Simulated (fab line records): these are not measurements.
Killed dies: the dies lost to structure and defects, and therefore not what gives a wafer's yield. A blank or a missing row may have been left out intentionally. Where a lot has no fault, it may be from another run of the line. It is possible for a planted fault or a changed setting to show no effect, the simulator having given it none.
What tool caused it? | flow sky130 | Sampling: 6 lots, 18 wafers, 2 of 708 route steps

WHAT THE GAUGES READ, wafer by wafer
SKY_DNWELL_TW_MEAS_09.
lot  | measured    | on           | DNWELL_TW
L574 | day 3 16:25 | filmMetro-01 | 1136 1130 1131
L577 | day 4 11:29 | filmMetro-03 | 1125 1130 1125
L581 | day 5 11:19 | filmMetro-03 | 1122 1131 1126
L584 | day 5 22:58 | filmMetro-01 | 1130 1129 1131
L586 | day 6 09:23 | filmMetro-02 | 1202 1200 1194 1200 1193 1195
L588 | day 6 19:47 | filmMetro-03 | 1121 1126 1119

EACH LOT AND THE TOOL THAT RAN IT (in order: tool; ch and the chambers of the sampled wafers; start)
lot  | SKY_DNWELL_IMPLANT_07
L574 | implanter-04 ch 0, day 3 16:12
L577 | implanter-04 ch 0, day 4 11:14
L581 | implanter-04 ch 0, day 5 11:05
L584 | implanter-03 ch 0, day 5 22:44
L586 | implanter-03 ch 0, day 6 09:08
L588 | implanter-04 ch 0, day 6 19:32
- SKY_DNWELL_IMPLANT_07

THE ANSWER, worked out from the rows above alone
Rule: usual is defined by the lots themselves. The widest of any qualifying gaps counts: lots, ordered by their means at a reading, are off when they make up no more than a third of the lots, leave a main group of 4 or more, and stand apart from it by 3 or more times the standard deviation of that group's means. A main group is skipped when, at the precision printed for the reading in the tables above, its means are all equal. A lot without any number at a reading at which 4 lots or more have one is off too. All remaining lots with rows at the step are treated as sound.
Off: L586, seen at SKY_DNWELL_TW_MEAS_09 (DNWELL_TW). The main group has a mean of 1127 with a standard deviation of 3.5.
A tool fits if, at a process step before that reading, it ran every lot that is off, and no sound lot after the first of them. The gauges at SKY_DNWELL_TW_MEAS_09 are tried like those tools. This does not decide it: 2 tools fit, namely implanter-03 at SKY_DNWELL_IMPLANT_07 and filmMetro-02 at SKY_DNWELL_TW_MEAS_09.

WHAT WAS PUT IN BY THE SIMULATOR
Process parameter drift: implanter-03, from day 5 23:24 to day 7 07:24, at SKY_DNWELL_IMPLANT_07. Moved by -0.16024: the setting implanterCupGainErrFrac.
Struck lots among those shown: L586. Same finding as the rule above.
